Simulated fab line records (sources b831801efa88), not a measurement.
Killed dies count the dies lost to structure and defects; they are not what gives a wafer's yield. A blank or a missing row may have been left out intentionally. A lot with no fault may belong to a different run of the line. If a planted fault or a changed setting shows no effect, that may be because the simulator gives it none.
Which tool is to blame? + flow sky130 + at 1 step of a route of 708, 6 lots with 17 wafers sampled

## WHAT EACH GAUGE READ, for each wafer
SKY_VIA3_CD_MEAS_12 targets a cd of 200 nm.
| lot  | measured     | on       | cdNm (nm)         |
|------|--------------|----------|-------------------|
| L613 | day 41 05:26 | cdSem-02 | 200.1 199.8 200.6 |
| L615 | day 41 22:51 | cdSem-02 | 201.5 201.5 201.9 |
| L620 | day 42 19:23 | cdSem-02 | 201.1 199.7 198.9 |
| L623 | day 43 14:14 | cdSem-01 | 199.2 200.5 198.5 |
| L627 | day 44 11:04 | cdSem-01 | 199.7 201.7       |
| L631 | day 45 14:14 | cdSem-01 | 199.5 199.2 198.6 |

## TOOL THAT RAN EACH LOT (tool first, then ch and the chambers of the sampled wafers, then the start)
There is no process step in the record ahead of these readings.

## THE ANSWER, worked out from the rows above alone
Rule: what is usual is taken from the lots themselves. The widest of any qualifying gaps counts: lots, ordered by their means at a reading, are off when they make up no more than a third of the lots, leave a main group of 4 or more, and stand apart from it by 3 or more times the standard deviation of that group's means. The tables above print the reading to a certain number of digits; a main group whose means all agree to those digits is not used. Also off: a lot with no number at a reading for which 4 or more lots have one. All remaining lots with rows at the step are treated as sound.
Nothing can be told from this: no lot is off at any reading shown.

## WHAT THE SIMULATOR HAD INSERTED
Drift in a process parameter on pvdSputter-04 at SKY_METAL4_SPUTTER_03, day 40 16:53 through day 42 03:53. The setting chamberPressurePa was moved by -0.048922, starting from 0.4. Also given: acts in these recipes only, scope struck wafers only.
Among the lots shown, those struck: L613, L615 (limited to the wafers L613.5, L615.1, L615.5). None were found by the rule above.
